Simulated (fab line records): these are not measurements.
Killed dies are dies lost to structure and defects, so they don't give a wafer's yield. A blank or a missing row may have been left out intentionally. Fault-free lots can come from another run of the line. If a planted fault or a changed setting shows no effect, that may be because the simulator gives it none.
Shared-tool check    flow sky130    12 lots, 42 wafers sampled

## REASON FOR OPENING
Of 12 lots, 2 have the reading LDD_HVN_TW flagged at SKY_LDD_HVN_TW_MEAS_10. No-fault wafers: 1442, standard deviation 7.5.
Rule: a lot is flagged when every wafer of it that has a number lies more than 4 standard deviations from that mean, or none has a number. The rest of the lots are taken to be sound.

lot   measured      on            LDD_HVN_TW, wafer by wafer     flag
L559  day 20 19:05  filmMetro-03  1434 1444 1437                 
L560  day 20 19:29  filmMetro-01  1439 1437 1440                 
L562  day 21 22:23  filmMetro-04  1435 1429 1434                 
L563  day 22 00:48  filmMetro-01  1430 1440 1435                 
L565  day 22 23:26  filmMetro-01  1446 1446 1443                 
L566  day 23 08:58  filmMetro-04  1446 1449 1451                 
L568  day 23 18:08  filmMetro-03  1439 1438 1440                 
L569  day 24 12:00  filmMetro-03  1440 1440 1435                 
L570  day 24 15:55  filmMetro-01  1434 1435 1436                 
L571  day 25 02:47  filmMetro-04  1453 1458 1453                 
L575  day 26 09:05  filmMetro-01  1489 1491 1489 1489 1501 1486  FLAGGED
L577  day 27 03:59  filmMetro-03  1513 1504 1508 1514 1502 1506  FLAGGED
Average over the flagged lots: 1499; offset from the usual +57, equal to +8 standard deviations.

## TOOL THAT RAN EACH LOT
The record keeps 1 process step preceding the reading, out of 708 steps on the route. Cell contents, in order: the tool; ch with the chambers the sampled wafers went through; the start.
lot   flag     SKY_LDD_HVN_IMPLANT_08
L559           implanter-02 ch 0, day 20 18:50
L560           implanter-02 ch 0, day 20 19:14
L562           implanter-01 ch 0, day 21 22:08
L563           implanter-03 ch 0, day 22 00:35
L565           implanter-03 ch 0, day 22 23:11
L566           implanter-02 ch 0, day 23 08:44
L568           implanter-01 ch 0, day 23 17:53
L569           implanter-02 ch 0, day 24 11:46
L570           implanter-03 ch 0, day 24 15:41
L571           implanter-03 ch 0, day 25 02:32
L575  FLAGGED  implanter-03 ch 0, day 26 08:50
L577  FLAGGED  implanter-03 ch 0, day 27 03:44
What the steps here do:
- SKY_LDD_HVN_IMPLANT_08
- SKY_LDD_HVN_TW_MEAS_10

## FLAGGED OVER TOTAL, TOOL BY TOOL (the gauges that took the reading come last)
step                    tool          lots run  flagged  share of the flagged lots  sound lots run after its first flagged lot
SKY_LDD_HVN_IMPLANT_08  implanter-01  2         0        none                       -
SKY_LDD_HVN_IMPLANT_08  implanter-02  4         0        none                       -
SKY_LDD_HVN_IMPLANT_08  implanter-03  6         2        all                        0
SKY_LDD_HVN_TW_MEAS_10  filmMetro-01  5         1        some                       0
SKY_LDD_HVN_TW_MEAS_10  filmMetro-03  4         1        some                       0
SKY_LDD_HVN_TW_MEAS_10  filmMetro-04  3         0        none                       -

## WHAT IS ALLOWED BY THE TABLE
In the table, 1 row covers all flagged lots: implanter-03 at SKY_LDD_HVN_IMPLANT_08.
- implanter-03 at SKY_LDD_HVN_IMPLANT_08: 2 of its 6 lots flagged. Last sound lot L571 at day 25 02:32, first flagged lot L575 at day 26 08:50; a fault beginning in between fits. Its own readings (beamEnergyKeV) fall more than 4 standard deviations out on all wafers of the flagged lots.
Left over: one tool, implanter-03 at SKY_LDD_HVN_IMPLANT_08.

## WHAT HAD BEEN PUT IN BY THE SIMULATOR
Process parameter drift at SKY_LDD_HVN_IMPLANT_08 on implanter-03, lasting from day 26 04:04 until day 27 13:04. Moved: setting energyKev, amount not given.
Lots struck among those shown: L575, L577. This agrees with what the rule above found.
